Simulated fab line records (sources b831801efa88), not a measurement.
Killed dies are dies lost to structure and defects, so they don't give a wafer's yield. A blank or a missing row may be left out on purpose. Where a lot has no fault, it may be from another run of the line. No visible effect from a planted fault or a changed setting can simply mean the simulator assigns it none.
The tool behind it: which one? -- flow sky130 -- Sampling: 11 lots, 33 wafers, 5 of 708 route steps

WHAT EACH GAUGE READ, for each wafer
No reading from a measuring or inspecting step in the record can be judged against a usual standard deviation.

WHAT TOOL EACH LOT RAN ON (gives the tool, then ch and the chambers of the sampled wafers, and finally the start)
lot,SKY_POLY_CUT_STRIP_12,SKY_LI_CONTACT_ETCH_14,SKY_LI_CONTACT_STRIP_16,SKY_LI_CONTACT_CMP_24,SKY_LOCAL_INTERCONNECT_SPUTTER_00
L360,"plasma_asher-03 ch 0,1, day 25 00:38","rie_diel-01 ch 0,1,2, day 29 19:29","plasma_asher-01 ch 0,1, day 29 19:37","cmp-02 ch 0,2,3, day 29 20:22","pvd_sputter-01, day 29 20:40"
L361,"plasma_asher-01 ch 0,1, day 25 04:56","rie_diel-01 ch 1,2, day 29 22:48","plasma_asher-01 ch 1, day 29 22:56","cmp-02 ch 0,1, day 29 23:43","pvd_sputter-04, day 29 23:58"
L364,"plasma_asher-04 ch 0,1, day 27 01:10","rie_diel-01 ch 0,2, day 31 13:54","plasma_asher-03 ch 0,1, day 31 14:04","cmp-02 ch 0,2,3, day 31 14:49","pvd_sputter-01, day 31 15:04"
L365,"plasma_asher-03 ch 0,1, day 27 06:56","rie_diel-02 ch 2,3, day 31 19:48","plasma_asher-01 ch 1, day 31 19:56","cmp-01 ch 2,3, day 31 20:40","pvd_sputter-04, day 31 20:58"
L372,"plasma_asher-04 ch 0,1, day 29 14:50","rie_diel-01 ch 0,1, day 34 01:08","plasma_asher-01 ch 0,1, day 34 01:16","cmp-01 ch 0,3, day 34 02:01","pvd_sputter-02, day 34 02:19"
L373,"plasma_asher-01 ch 0,1, day 29 17:04","rie_diel-01 ch 0,3, day 34 03:36","plasma_asher-03 ch 0,1, day 34 03:46","cmp-01 ch 0,1, day 34 04:28","pvd_sputter-01, day 34 04:48"
L374,"plasma_asher-01 ch 1, day 30 02:44","rie_diel-02 ch 0,3, day 34 13:59","plasma_asher-01 ch 0,1, day 34 14:07","cmp-02 ch 1,2,3, day 34 15:04","pvd_sputter-04, day 34 15:19"
L375,"plasma_asher-03 ch 0,1, day 30 04:43","rie_diel-01 ch 2,3, day 34 15:45","plasma_asher-04 ch 0,1, day 34 15:55","cmp-02 ch 0,3, day 34 16:47","pvd_sputter-04, day 34 17:02"
L378,"plasma_asher-04 ch 0,1, day 31 04:35","rie_diel-01 ch 0,1,3, day 35 16:50","plasma_asher-01 ch 0,1, day 35 16:58","cmp-01 ch 1,2,3, day 35 17:50","pvd_sputter-02, day 35 18:08"
L379,"plasma_asher-01 ch 0,1, day 31 04:38","rie_diel-01 ch 0,1,2, day 35 18:09","plasma_asher-01 ch 0,1, day 35 18:16","cmp-01 ch 0,2, day 35 19:11","pvd_sputter-01, day 35 19:26"
L381,"plasma_asher-04 ch 0,1, day 32 00:55","rie_diel-01 ch 0,3, day 36 09:59","plasma_asher-04 ch 0,1, day 36 10:10","cmp-02 ch 1,2,3, day 36 10:52","pvd_sputter-04, day 36 11:10"
- SKY_POLY_CUT_STRIP_12: strips in O2/N2.
- SKY_LI_CONTACT_ETCH_14: etches BARC in N2/H2, stops on SiO2, time 45.9 s, target depth 60 nm.
- SKY_LI_CONTACT_STRIP_16: strips in O2/N2.
- SKY_LI_CONTACT_CMP_24: polishes, stops on PSG, t overpolish 20 s, target thk 0 nm.
- SKY_LOCAL_INTERCONNECT_SPUTTER_00: material TiN, target thk 100 nm, time 83.3 s.

WHAT THE TOOLS THEMSELVES READ (means of the sampled wafers that have a number; where no wafer has one, the mark that the record gives instead)
SKY_POLY_CUT_STRIP_12. Usual: drypump_motor_current_A 5.8 A, standard deviation 0.51; oes_product_au 0.452 a.u., standard deviation 0.0046; strip_time_to_endpoint_s 5.350 s, standard deviation 0.019.
lot,tool,drypump_motor_current_A (A),oes_product_au (a.u.),strip_time_to_endpoint_s (s),flag
L360,plasma_asher-03,5.7,0.450,5.360,
L361,plasma_asher-01,6.2,0.452,5.358,
L364,plasma_asher-04,5.9,0.453,5.351,
L365,plasma_asher-03,5.3,0.447,5.344,
L372,plasma_asher-04,5.6,0.455,5.357,
L373,plasma_asher-01,6.2,0.447,5.351,
L374,plasma_asher-01,6.4,0.454,5.360,
L375,plasma_asher-03,5.3,0.450,5.357,
L378,plasma_asher-04,5.6,0.454,5.340,
L379,plasma_asher-01,6.2,0.448,5.335,
L381,plasma_asher-04,5.9,0.451,5.374,

SKY_LI_CONTACT_ETCH_14. Usual: drypump_motor_current_A 5.8 A, standard deviation 0.5; oes_product_au 0.854 a.u., standard deviation 0.0046; throttle_valve_pct 13.225 %, standard deviation 0.0095.
lot,tool,drypump_motor_current_A (A),oes_product_au (a.u.),throttle_valve_pct (%),flag
L360,rie_diel-01,5.9,0.853,13.224,
L361,rie_diel-01,5.8,0.855,13.234,
L364,rie_diel-01,6.3,0.856,13.221,
L365,rie_diel-02,5.2,0.860,13.226,
L372,rie_diel-01,6.1,0.855,13.220,
L373,rie_diel-01,6.0,0.856,13.224,
L374,rie_diel-02,5.2,0.853,13.221,
L375,rie_diel-01,6.0,0.856,13.230,
L378,rie_diel-01,5.8,0.853,13.232,
L379,rie_diel-01,5.9,0.857,13.223,
L381,rie_diel-01,6.0,0.856,13.224,

SKY_LI_CONTACT_STRIP_16. Usual: drypump_motor_current_A 5.8 A, standard deviation 0.5; oes_product_au 0.374 a.u., standard deviation 0.0049; strip_time_to_endpoint_s 3.47 s, standard deviation 0.035.
lot,tool,drypump_motor_current_A (A),oes_product_au (a.u.),strip_time_to_endpoint_s (s),flag
L360,plasma_asher-01,5.9,0.375,3.49,
L361,plasma_asher-01,6.5,0.383,3.58,OFF
L364,plasma_asher-03,5.3,0.378,3.60,OFF
L365,plasma_asher-01,6.4,0.376,3.48,
L372,plasma_asher-01,6.1,0.370,3.47,
L373,plasma_asher-03,5.3,0.374,3.45,
L374,plasma_asher-01,5.9,0.374,3.48,
L375,plasma_asher-04,6.0,0.374,3.43,
L378,plasma_asher-01,6.2,0.374,3.45,
L379,plasma_asher-01,6.1,0.370,3.46,
L381,plasma_asher-04,5.9,0.374,3.45,

SKY_LI_CONTACT_CMP_24. Usual: head_pressure_psi 3.500 psi, standard deviation 0.0075; motor_current_A 11.1 A, standard deviation 0.93; overpolish_run_s 20.000 s, standard deviation 0.0089; time_to_endpoint_s 99 s, standard deviation 4.5.
lot,tool,head_pressure_psi (psi),motor_current_A (A),overpolish_run_s (s),time_to_endpoint_s (s),flag
L360,cmp-02,3.494,11.6,20.002,95,
L361,cmp-02,3.506,12.2,20.003,89,
L364,cmp-02,3.494,11.7,19.998,96,
L365,cmp-01,3.503,10.4,20.009,98,
L372,cmp-01,3.496,10.1,19.999,99,
L373,cmp-01,3.499,10.8,20.004,99,
L374,cmp-02,3.502,11.5,19.989,99,
L375,cmp-02,3.488,12.3,19.997,96,
L378,cmp-01,3.506,10.7,20.014,98,
L379,cmp-01,3.499,11.4,20.005,100,
L381,cmp-02,3.499,11.3,20.004,98,

SKY_LOCAL_INTERCONNECT_SPUTTER_00. Usual: 29.8 % for throttle_valve_pct, sd 0.74.
lot,tool,throttle_valve_pct (%),flag
L360,pvd_sputter-01,29.5,
L361,pvd_sputter-04,29.6,
L364,pvd_sputter-01,29.4,
L365,pvd_sputter-04,29.5,
L372,pvd_sputter-02,30.9,
L373,pvd_sputter-01,29.5,
L374,pvd_sputter-04,29.7,
L375,pvd_sputter-04,29.7,
L378,pvd_sputter-02,30.1,
L379,pvd_sputter-01,29.2,
L381,pvd_sputter-04,30.2,

THE ANSWER, worked out from the rows above alone
Rule: a lot is off if the mean of its wafers that have a number lies more than 3 standard deviations from the usual mean. Also off: a lot with no number at a reading for which 4 or more lots have one. All remaining lots with rows at the step are treated as sound. First the gauges in route order, then the tools' own readings, where a lot's mean is used as printed above. At the first step where some lot is off, the reading lying furthest off is the one used; lots without a number count as furthest.
Off, at SKY_LI_CONTACT_STRIP_16 on strip_time_to_endpoint_s: L361, L364.
If a tool, at that step or one of the process steps before it, ran each lot that is off and ran no sound lot following the first of them, it fits. No candidate that was tried fits.

WHAT HAD BEEN PUT IN BY THE SIMULATOR
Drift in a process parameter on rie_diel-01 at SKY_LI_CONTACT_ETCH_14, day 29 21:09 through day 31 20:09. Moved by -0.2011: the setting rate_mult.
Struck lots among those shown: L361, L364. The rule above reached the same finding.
